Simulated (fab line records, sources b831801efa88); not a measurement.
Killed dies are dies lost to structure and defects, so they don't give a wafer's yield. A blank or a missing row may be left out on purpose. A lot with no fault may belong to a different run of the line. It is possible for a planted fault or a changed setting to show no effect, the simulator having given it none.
8D (eight disciplines) problem report, filled in by code / flow sfq line / the parts of the form that need people (team, actions taken, sign-off) are left out

## 1. PROBLEM STATEMENT
Wafers without a fault read 215 s, standard deviation 10; time to endpoint s at SFQ_TRILAYER_I6_CMP_CMP_166 reads a mean of 282 s on 5 wafers belonging to 3 lots. Measured from the usual mean, that is +6.7 standard deviations.
The step: polishes SiO2.
Seen first at day 61 15:20 on cmp-02, wafer L227.3. The record has a number at this step for 43 wafers belonging to 15 lots. The rule behind "out" and "out of limits": a value lying over 4 standard deviations away from the usual mean. All remaining wafers that have a number are taken as sound.

## 2. WHAT IT IS, WHAT IT ISN'T
question=which readings at this step | is=time to endpoint s | is not=motor current A
question=which lots | is=L227, L228, L229 | is not=L219, L220, L222, L223, L224, L225, L226, L236, L238, L239, L241, L242
question=which wafers of those lots | is=L227.3, L227.5, L228.3, L229.3, L229.5 | is not=L228.1, L228.6
question=read on which tools | is=cmp-02 | is not=cmp-01
question=when | is=from day 61 15:20 | is not=up to then (21 sound wafers); but 17 sound wafers of L228, L236, L238, L239, L241, L242 came after

## 3. WHAT RULES OUT EACH SUSPECT
Counting: a tool at a process step up to the reading stays a suspect if it ran every lot that is out. Sound lots after the first of them don't rule it out here, since some wafers of a struck lot are sound.
- cmp-02 at SFQ_TRILAYER_I6_CMP_CMP_166 (polishes SiO2): kept. Every lot that is out went through it, the first being L227 (day 61 15:20); the last sound lot it ran before that was L226 (day 61 05:39). Its own readings are out on those wafers: time to endpoint s.
Remaining after the count: cmp-02 at SFQ_TRILAYER_I6_CMP_CMP_166.

## 4. THE CAUSE (what the simulator had put in)
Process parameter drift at SFQ_TRILAYER_I6_CMP_CMP_166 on cmp-02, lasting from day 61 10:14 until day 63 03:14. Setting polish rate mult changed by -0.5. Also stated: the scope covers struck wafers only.
Counting left only this tool.

## 5. THE CHAIN OF EFFECTS, in route order
One row per reading whose mean, taken over the struck wafers that have a number, lies over 3 standard deviations from the usual. Only readings for which the record gives a usual standard deviation are gone through. hours: the time from each lot's start at the first step in this table that gives one to its start at this step, as a median over the lots. sigmas: the change in usual standard deviations.
hours=0; step=SFQ_TRILAYER_I6_CMP_CMP_166; reading=time to endpoint s; usual=215 s; on struck wafers=282; change=+67; sigmas=+6.7
hours=3; step=SFQ_TRILAYER_I6_METRO_MEASURE_167; reading=thk nm; usual=200.2 nm; on struck wafers=305.8; change=+105.6; sigmas=+75
hours=106; step=SFQ_TRILAYER_I6_VIA_ETCH_VIA_ETCH_172; reading=oes product au; usual=0.855 a.u.; on struck wafers=1.002; change=+0.147; sigmas=+25
Here are the process steps it includes:
- SFQ_TRILAYER_I6_CMP_CMP_166: polishes SiO2.
- SFQ_TRILAYER_I6_METRO_MEASURE_167
- SFQ_TRILAYER_I6_VIA_ETCH_VIA_ETCH_172: etches SiO2 in CHF3, stops on Nb, target depth 260 nm.

## 6. HOW IT WOULD HAVE BEEN CAUGHT EARLIER
In this record the first reading out of limits was taken at day 61 15:20, 5 hours after the fault began at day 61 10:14.
